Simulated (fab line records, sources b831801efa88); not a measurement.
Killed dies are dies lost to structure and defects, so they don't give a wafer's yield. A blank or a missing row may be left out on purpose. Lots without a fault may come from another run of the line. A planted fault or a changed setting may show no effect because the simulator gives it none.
Which tool did it? | flow gf180mcu | 13 lots, 39 wafers sampled, at 6 steps of a route of 602

WHAT THE GAUGES READ, wafer by wafer
GF_STI_THK_MEAS_04.
lot  | measured    | on            | STI_CVD_03_THK (nm)
L463 | day 1 23:34 | film_metro-02 | 204.8 205.3 205.9
L464 | day 2 04:36 | film_metro-03 | 208.9 208.8 209.3
L466 | day 2 15:41 | film_metro-03 | 205.4 207.4 206.9
L467 | day 2 20:04 | film_metro-03 | 203.1 201.6 203.7
L468 | day 3 01:04 | film_metro-03 | 204.9 205.8 205.6
L469 | day 3 05:35 | film_metro-03 | 205.5 206.6 205.4
L470 | day 3 10:50 | film_metro-02 | 211.1 211.0 212.1
L471 | day 3 16:01 | film_metro-02 | 207.7 206.2 207.5
L472 | day 3 20:35 | film_metro-03 | 205.8 203.7 204.2
L474 | day 4 07:22 | film_metro-01 | 205.3 203.6 206.8
L480 | day 5 12:34 | film_metro-03 | 205.7 206.3 203.2
L483 | day 6 03:53 | film_metro-01 | 207.1 206.9 208.0
L484 | day 6 08:34 | film_metro-02 | 205.4 206.6 205.8

GF_PSD_TW_MEAS_11.
lot  | measured     | on            | PSD_TW
L463 | day 14 21:09 | film_metro-02 | 3220 3224 3225
L464 | day 15 05:07 | film_metro-02 | 3220 3214 3207
L466 | day 15 21:31 | film_metro-03 | 3172 3167 3179
L467 | day 16 06:58 | film_metro-03 | 3173 3190 3166
L468 | day 16 17:52 | film_metro-04 | 3179 3186 3192
L469 | day 17 03:50 | film_metro-03 | 3153 3143 3152
L470 | day 17 12:04 | film_metro-03 | 3141 3155 3146
L471 | day 17 18:19 | film_metro-02 | 3217 3233 3221
L472 | day 18 00:26 | film_metro-02 | 3239 3211 3220
L474 | day 18 22:23 | film_metro-02 | 3230 3238 3215
L480 | day 20 22:25 | film_metro-04 | 30 30 30
L483 | day 21 22:04 | film_metro-04 | 3183 3162 3170
L484 | day 22 10:28 | film_metro-04 | 3182 3210 3183

GF_SAB_OVL_MEAS_10.
lot  | measured     | on         | SAB_OVL (nm)
L463 | day 15 20:10 | overlay-02 | -1.7 -0.3 -2.5
L464 | day 16 03:32 | overlay-01 | 0.0 -1.2 -1.1
L466 | day 16 20:55 | overlay-01 | -0.5 -2.0 -1.3
L467 | day 17 06:25 | overlay-01 | 0.0 -0.8 0.6
L468 | day 17 17:31 | overlay-02 | -1.6 -1.7 -2.2
L469 | day 18 03:29 | overlay-02 | -1.5 0.0 1.5
L470 | day 18 11:46 | overlay-02 | -1.0 -2.6 -1.2
L471 | day 18 19:07 | overlay-02 | -0.5 -1.3 -1.7
L472 | day 19 00:31 | overlay-02 | -1.3 -0.5 0.9
L474 | day 19 23:05 | overlay-02 | 0.9 -0.1 -0.5
L480 | day 21 22:04 | overlay-01 | -0.1 -1.7 0.2
L483 | day 22 20:58 | overlay-02 | -1.9 -2.6 -1.6
L484 | day 23 09:37 | overlay-01 | -1.7 -4.7 -3.8

GF_CONTACT_RS_MEAS_25: measures by four-point-probe.
lot  | measured     | on            | CONTACT_W_RS (ohm/sq)
L463 | day 16 20:18 | film_metro-01 | 0.393 0.394 0.390
L464 | day 17 05:38 | film_metro-03 | 0.397 0.393 0.389
L466 | day 17 22:24 | film_metro-04 | 0.381 0.385 0.380
L467 | day 18 08:31 | film_metro-04 | 0.397 0.391 0.391
L468 | day 18 20:10 | film_metro-04 | 0.394 0.388 0.387
L469 | day 19 07:22 | film_metro-01 | 0.385 0.385 0.382
L470 | day 19 14:10 | film_metro-03 | 0.380 0.378 0.379
L471 | day 19 22:40 | film_metro-03 | 0.383 0.381 0.378
L472 | day 20 03:28 | film_metro-01 | 0.393 0.390 0.384
L474 | day 21 00:58 | film_metro-01 | 0.387 0.382 0.390
L480 | day 22 22:20 | film_metro-01 | 0.386 0.390 0.390
L483 | day 23 21:30 | film_metro-03 | 0.382 0.386 0.388
L484 | day 24 09:59 | film_metro-01 | 0.381 0.378 0.378

WHICH TOOL RAN EACH LOT (tool, then ch and the chambers of the sampled wafers, then the start)
lot  | GF_NSD_STRIP_11                      | GF_PSD_STRIP_10
L463 | plasma_asher-03 ch 0,1, day 14 00:13 | plasma_asher-03 ch 0,1, day 14 21:02
L464 | plasma_asher-03 ch 0,1, day 14 06:55 | plasma_asher-04 ch 0,1, day 15 05:01
L466 | plasma_asher-01 ch 0,1, day 14 23:19 | plasma_asher-02 ch 0,1, day 15 21:25
L467 | plasma_asher-04 ch 0,1, day 15 08:22 | plasma_asher-02 ch 0,1, day 16 06:52
L468 | plasma_asher-01 ch 0,1, day 15 18:28 | plasma_asher-02 ch 0,1, day 16 17:46
L469 | plasma_asher-04 ch 0,1, day 16 04:11 | plasma_asher-03 ch 0,1, day 17 03:44
L470 | plasma_asher-01 ch 0,1, day 16 12:59 | plasma_asher-03 ch 0,1, day 17 11:58
L471 | plasma_asher-03 ch 0,1, day 16 18:34 | plasma_asher-02 ch 0,1, day 17 18:13
L472 | plasma_asher-04 ch 0,1, day 17 00:38 | plasma_asher-02 ch 0,1, day 18 00:20
L474 | plasma_asher-03 ch 0,1, day 17 21:38 | plasma_asher-03 ch 0,1, day 18 22:17
L480 | plasma_asher-01 ch 0,1, day 19 22:34 | plasma_asher-02 ch 0,1, day 20 22:19
L483 | plasma_asher-03 ch 0,1, day 20 21:56 | plasma_asher-04 ch 0,1, day 21 21:59
L484 | plasma_asher-03 ch 0,1, day 21 11:25 | plasma_asher-02 ch 0,1, day 22 10:22
- GF_NSD_STRIP_11: strips in O2/N2.
- GF_PSD_STRIP_10: strips in O2/N2.

WHAT THE TOOLS THEMSELVES READ (means of the sampled wafers that have a number; where no wafer has one, the mark that the record gives instead)
GF_NSD_STRIP_11.
lot  | tool            | drypump_motor_current_A (A) | heater_power_w (W) | oes_product_au (a.u.) | strip_time_to_endpoint_s (s)
L463 | plasma_asher-03 | 6.0                         | 315                | 0.488                 | 22.93
L464 | plasma_asher-03 | 6.0                         | 314                | 0.486                 | 22.96
L466 | plasma_asher-01 | 5.7                         | 333                | 0.482                 | 22.97
L467 | plasma_asher-04 | 5.3                         | 354                | 0.483                 | 22.98
L468 | plasma_asher-01 | 5.7                         | 340                | 0.482                 | 23.02
L469 | plasma_asher-04 | 5.3                         | 338                | 0.488                 | 22.96
L470 | plasma_asher-01 | 5.7                         | 352                | 0.488                 | 22.91
L471 | plasma_asher-03 | 6.0                         | 313                | 0.485                 | 23.00
L472 | plasma_asher-04 | 5.3                         | 356                | 0.489                 | 22.93
L474 | plasma_asher-03 | 6.0                         | 313                | 0.487                 | 22.98
L480 | plasma_asher-01 | 5.8                         | 349                | 0.373                 | -
L483 | plasma_asher-03 | 5.6                         | 296                | 0.486                 | 22.95
L484 | plasma_asher-03 | 5.6                         | 299                | 0.484                 | 22.95

GF_PSD_STRIP_10.
lot  | tool            | drypump_motor_current_A (A) | heater_power_w (W) | oes_product_au (a.u.) | strip_time_to_endpoint_s (s)
L463 | plasma_asher-03 | 5.6                         | 295                | 0.585                 | 16.51
L464 | plasma_asher-04 | 5.2                         | 334                | 0.596                 | 16.54
L466 | plasma_asher-02 | 6.0                         | 372                | 0.591                 | 16.51
L467 | plasma_asher-02 | 6.0                         | 378                | 0.598                 | 16.57
L468 | plasma_asher-02 | 6.1                         | 399                | 0.594                 | 16.55
L469 | plasma_asher-03 | 6.0                         | 308                | 0.591                 | 16.48
L470 | plasma_asher-03 | 6.0                         | 307                | 0.595                 | 16.56
L471 | plasma_asher-02 | 6.0                         | 373                | 0.596                 | 16.52
L472 | plasma_asher-02 | 6.0                         | 372                | 0.587                 | 16.52
L474 | plasma_asher-03 | 5.6                         | 304                | 0.594                 | 16.54
L480 | plasma_asher-02 | 5.9                         | 372                | 0.639                 | 25.68
L483 | plasma_asher-04 | 5.2                         | 333                | 0.590                 | 16.59
L484 | plasma_asher-02 | 6.0                         | 371                | 0.597                 | 16.52

THE ANSWER, worked out from the rows above alone
Rule: what is usual is taken from the lots themselves. Put in order of their means at a reading, lots are off if they are a third of the lots or fewer, leave a main group of 4 or more, and stand apart from it by a gap of 3 or more times the standard deviation of the main group's means; of several such gaps the widest counts. A main group whose means are all the same, to the digits that the tables above print for the reading, isn't used. A lot without any number at a reading at which 4 lots or more have one is off too. The other lots that the step has rows for count as sound. The gauges are gone through in route order, then the tools' own readings, and for those a lot's mean is taken as printed above. The first step at which some lot is off is used, and at that step the reading that is off furthest; a lot without a number counts as furthest.
Off: L480, at GF_PSD_TW_MEAS_11 (PSD_TW). The main group: mean 3192, standard deviation 28.
A tool fits if, at a process step before that reading, it ran every lot that is off, and no sound lot after the first of them. The gauges at GF_PSD_TW_MEAS_11 aren't tried: what is off there is off at GF_NSD_STRIP_11 too, on other tools, and a gauge's error can't cause that. One fits: plasma_asher-01 at GF_NSD_STRIP_11. Its last sound lot is L470 (day 16 12:59), its first lot that is off L480 (day 19 22:34): a fault that began between those two fits.
The tool's own readings at GF_NSD_STRIP_11 bear it out: on the lots that are off they differ by more than 5 times the standard deviation of the sound lots' means. oes_product_au reads 0.373 a.u. there against 0.486 a.u. on the sound lots.
Blank at GF_NSD_STRIP_11 on the lots that are off, where sound lots have numbers: strip_time_to_endpoint_s.

WHAT THE SIMULATOR HAD PUT IN
Strip aborted: plasma_asher-01, from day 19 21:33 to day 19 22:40, at GF_NSD_STRIP_11. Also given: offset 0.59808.
Lots struck among those shown: L480. The rule above found the same.
